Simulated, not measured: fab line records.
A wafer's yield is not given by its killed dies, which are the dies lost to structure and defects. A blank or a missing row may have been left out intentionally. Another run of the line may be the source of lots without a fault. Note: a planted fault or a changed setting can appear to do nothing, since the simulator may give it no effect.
The tool behind it: which one? / flow sky130 / Sampling: 11 lots, 30 wafers, 4 of 708 route steps

## WHAT THE GAUGES READ, wafer by wafer
SKY_LI_CONTACT_RS_MEAS_22: measures by four-point-probe.
lot=L427; measured=day 30 02:31; on=filmMetro-04; LI_CONTACT_W_RS (ohm/sq)=0.2861 0.2852 0.2885
lot=L430; measured=day 31 09:39; on=filmMetro-04; LI_CONTACT_W_RS (ohm/sq)=0.2903 0.2866 0.2882
lot=L432; measured=day 32 07:43; on=filmMetro-03; LI_CONTACT_W_RS (ohm/sq)=0.2876 0.2902 0.2875
lot=L433; measured=day 32 21:10; on=filmMetro-04; LI_CONTACT_W_RS (ohm/sq)=0.2874 0.2869 0.2865
lot=L434; measured=day 33 01:22; on=filmMetro-03; LI_CONTACT_W_RS (ohm/sq)=0.2831 0.2849 0.2869
lot=L436; measured=day 33 12:40; on=filmMetro-03; LI_CONTACT_W_RS (ohm/sq)=0.2844 0.2812 0.2834
lot=L441; measured=day 35 07:37; on=filmMetro-04; LI_CONTACT_W_RS (ohm/sq)=0.2842 0.2891 0.2862
lot=L438; measured=day 35 07:45; on=filmMetro-02; LI_CONTACT_W_RS (ohm/sq)=0.2829 0.2864 0.2896
lot=L446; measured=day 37 00:47; on=filmMetro-03; LI_CONTACT_W_RS (ohm/sq)=0.2614 0.2599
lot=L447; measured=day 37 03:18; on=filmMetro-02; LI_CONTACT_W_RS (ohm/sq)=0.2897 0.2632
lot=L448; measured=day 37 08:04; on=filmMetro-04; LI_CONTACT_W_RS (ohm/sq)=0.2872 0.2617

## EACH LOT AND THE TOOL THAT RAN IT (in order: tool; ch and the chambers of the sampled wafers; start)
lot=L427; SKY_SD_N_RTA_14=rtpAnneal-01 ch 0, day 28 20:05; SKY_LI_CONTACT_SPUTTER_19=pvdSputter-04, day 30 02:14; SKY_LI_CONTACT_CVD_21=cvdW-01 ch 0,1, day 30 02:22
lot=L430; SKY_SD_N_RTA_14=rtpAnneal-02 ch 0, day 30 03:20; SKY_LI_CONTACT_SPUTTER_19=pvdSputter-02, day 31 09:23; SKY_LI_CONTACT_CVD_21=cvdW-02 ch 0,1, day 31 09:32
lot=L432; SKY_SD_N_RTA_14=rtpAnneal-02 ch 0, day 31 02:53; SKY_LI_CONTACT_SPUTTER_19=pvdSputter-02, day 32 07:26; SKY_LI_CONTACT_CVD_21=cvdW-02 ch 0,1, day 32 07:35
lot=L433; SKY_SD_N_RTA_14=rtpAnneal-01 ch 0, day 31 16:34; SKY_LI_CONTACT_SPUTTER_19=pvdSputter-04, day 32 20:53; SKY_LI_CONTACT_CVD_21=cvdW-02 ch 0,1, day 32 21:01
lot=L434; SKY_SD_N_RTA_14=rtpAnneal-02 ch 0, day 31 20:59; SKY_LI_CONTACT_SPUTTER_19=pvdSputter-02, day 33 01:07; SKY_LI_CONTACT_CVD_21=cvdW-02 ch 0,1, day 33 01:14
lot=L436; SKY_SD_N_RTA_14=rtpAnneal-02 ch 0, day 32 09:56; SKY_LI_CONTACT_SPUTTER_19=pvdSputter-03, day 33 12:25; SKY_LI_CONTACT_CVD_21=cvdW-01 ch 0,1, day 33 12:32
lot=L441; SKY_SD_N_RTA_14=rtpAnneal-01 ch 0, day 34 03:59; SKY_LI_CONTACT_SPUTTER_19=pvdSputter-03, day 35 07:21; SKY_LI_CONTACT_CVD_21=cvdW-01 ch 0,1, day 35 07:29
lot=L438; SKY_SD_N_RTA_14=rtpAnneal-02 ch 0, day 34 05:05; SKY_LI_CONTACT_SPUTTER_19=pvdSputter-02, day 35 07:28; SKY_LI_CONTACT_CVD_21=cvdW-02 ch 0,1, day 35 07:36
lot=L446; SKY_SD_N_RTA_14=rtpAnneal-02 ch 0, day 35 21:47; SKY_LI_CONTACT_SPUTTER_19=pvdSputter-03, day 37 00:31; SKY_LI_CONTACT_CVD_21=cvdW-02 ch 1, day 37 00:38
lot=L447; SKY_SD_N_RTA_14=rtpAnneal-01 ch 0, day 35 23:51; SKY_LI_CONTACT_SPUTTER_19=pvdSputter-04, day 37 03:02; SKY_LI_CONTACT_CVD_21=cvdW-02 ch 0, day 37 03:10
lot=L448; SKY_SD_N_RTA_14=rtpAnneal-01 ch 0, day 36 05:05; SKY_LI_CONTACT_SPUTTER_19=pvdSputter-02, day 37 07:41; SKY_LI_CONTACT_CVD_21=cvdW-02 ch 1, day 37 07:49
- SKY_SD_N_RTA_14: time 2 s.
- SKY_LI_CONTACT_SPUTTER_19: material Ti, target thk 20 nm, time 106.37 s.
- SKY_LI_CONTACT_CVD_21: deposits W, target thk 400 nm, time 120.56 s.

## THE ANSWER, worked out from the rows above alone
Rule: usual is defined by the lots themselves. The widest of any qualifying gaps counts: lots, ordered by their means at a reading, are off when they make up no more than a third of the lots, leave a main group of 4 or more, and stand apart from it by 3 or more times the standard deviation of that group's means. A main group is skipped when, at the precision printed for the reading in the tables above, its means are all equal. A lot without any number at a reading at which 4 lots or more have one is off too. The other lots that the step has rows for count as sound.
Off: L446, L447, L448, at SKY_LI_CONTACT_RS_MEAS_22 (LI_CONTACT_W_RS). The main group has a mean of 0.2864 ohm/sq with a standard deviation of 0.0017.
If a tool, at a process step before that reading, ran all the lots that are off and no sound lot after the first of them, it fits. Gauges at SKY_LI_CONTACT_RS_MEAS_22: tried the same way as those tools. One candidate fits, namely cvdW-02 at SKY_LI_CONTACT_CVD_21. A fault onset in the window from L438 (day 35 07:36, its last sound lot) to L446 (day 37 00:38, its first lot off) fits.

## WHAT HAD BEEN PUT IN BY THE SIMULATOR
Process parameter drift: cvdW-02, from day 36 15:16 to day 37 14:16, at SKY_LI_CONTACT_CVD_21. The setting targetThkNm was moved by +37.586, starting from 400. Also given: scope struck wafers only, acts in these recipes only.
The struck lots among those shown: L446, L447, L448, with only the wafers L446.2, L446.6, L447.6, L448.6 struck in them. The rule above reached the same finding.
